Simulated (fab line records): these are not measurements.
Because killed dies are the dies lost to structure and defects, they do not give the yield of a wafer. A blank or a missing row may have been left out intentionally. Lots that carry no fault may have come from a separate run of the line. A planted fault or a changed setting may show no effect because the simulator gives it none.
A single fault, viewed from 2 desks ; flow gf180mcu ; what lay behind the numbers comes last; until then each desk has only its own

METROLOGY DESK
What the gauges read, lot by lot, whatever tool the lot ran on: means of the sampled wafers that have a number. The brackets show how far a lot's mean lies from the usual mean; more than 4 standard deviations puts the lot out of limits, marked OUT.
Columns: A = DUAL_GATE_OXIDATION_00_THK at GF_DUAL_GATE_THK_MEAS_03, usual 10.99 nm; B = M3_ALCU_RS at GF_M3_RS_MEAS_05, usual 0.0693 ohm/sq
lot;first seen here;A;B
L467;day 7 16:35;11.20;0.0699
L468;day 8 00:17;11.13;0.0703
L469;day 8 06:50;10.96;0.0702
L474;day 9 13:26;10.70;0.0693
L475;day 9 22:25;10.80;0.0708
L479;day 11 03:43;10.39;0.0698
L481;day 11 13:14;9.95 (-4.3) OUT;0.0685
L483;day 12 04:18;10.91;0.0690
L484;day 12 10:10;10.88;0.0681
L485;day 12 16:28;11.37;0.0700
L487;day 13 09:25;11.10;0.0693
L488;day 13 10:52;10.76;0.0692
Per this desk, out of limits: L481; the first was L481, day 11 13:14 (DUAL_GATE_OXIDATION_00_THK at GF_DUAL_GATE_THK_MEAS_03). Within limits: L467, L468, L469, L474, L475, L479, L483, L484, L485, L487, L488.

FOR THE TOOL OWNER'S DESK: furnace-02
The tool's own readings at GF_DUAL_GATE_OXIDATION_02 (stabilise 600 s, purge 300 s, target thk 10.887 nm): means of the sampled wafers that have a number, for each lot that ran on this tool. The brackets show how far a lot's mean lies from the usual mean; more than 4 standard deviations puts the lot out of limits, marked OUT. It has 8 readings, of which 7 appear: the earliest out of limits, and the ones furthest out on some lot.
Columns: A = spikeTcBottomC at GF_DUAL_GATE_OXIDATION_02, usual 917.0 C; B = spikeTcCentreC at GF_DUAL_GATE_OXIDATION_02, usual 900.8 C; C = spikeTcLowerC at GF_DUAL_GATE_OXIDATION_02, usual 901.1 C; D = spikeTcTopC at GF_DUAL_GATE_OXIDATION_02, usual 909.4 C; E = spikeTcUpperC at GF_DUAL_GATE_OXIDATION_02, usual 901.3 C; F = tubeCenterTempC at GF_DUAL_GATE_OXIDATION_02, usual 900 C; G = tube_center_temp_C_max at GF_DUAL_GATE_OXIDATION_02, usual 902.3
lot;first seen here;A;B;C;D;E;F;G
L467;day 7 15:08;916.7;900.2;899.8;909.0;900.1;900;902.6
L474;day 9 11:59;917.5;899.4;900.3;909.0;901.6;900;902.6
L479;day 11 02:16;913.7;895.2 (-5.1) OUT;896.2;904.0 (-4.9) OUT;898.3;896 (-51) OUT;898.0 (-10) OUT
L481;day 11 11:47;913.4;896.5;897.2;905.4;898.4;896 (-51) OUT;898.5 (-9.3) OUT
Finding of this desk: L479, L481 out of limits; the first was L479 at day 11 02:16, on spikeTcCentreC at GF_DUAL_GATE_OXIDATION_02. Within limits: L467, L474.

ALL TOGETHER
At day 11 02:16, on L479, L481, the tool owner's desk was in a position to raise an alarm.
On L481, the metrology desk was in a position to raise an alarm at day 11 13:14.
The metrology desk has L479 on record, within its limits.
All the named lots went through GF_DUAL_GATE_OXIDATION_02 on furnace-02.

WHAT THE SIMULATOR HAD INSERTED
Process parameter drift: furnace-02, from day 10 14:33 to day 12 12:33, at GF_DUAL_GATE_OXIDATION_02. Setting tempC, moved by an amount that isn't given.
Struck lots among those shown: L479, L481.
Delay (hours) between the fault's onset and each desk's first out-of-limits reading: 12 at the tool owner's desk, 23 at the metrology desk.
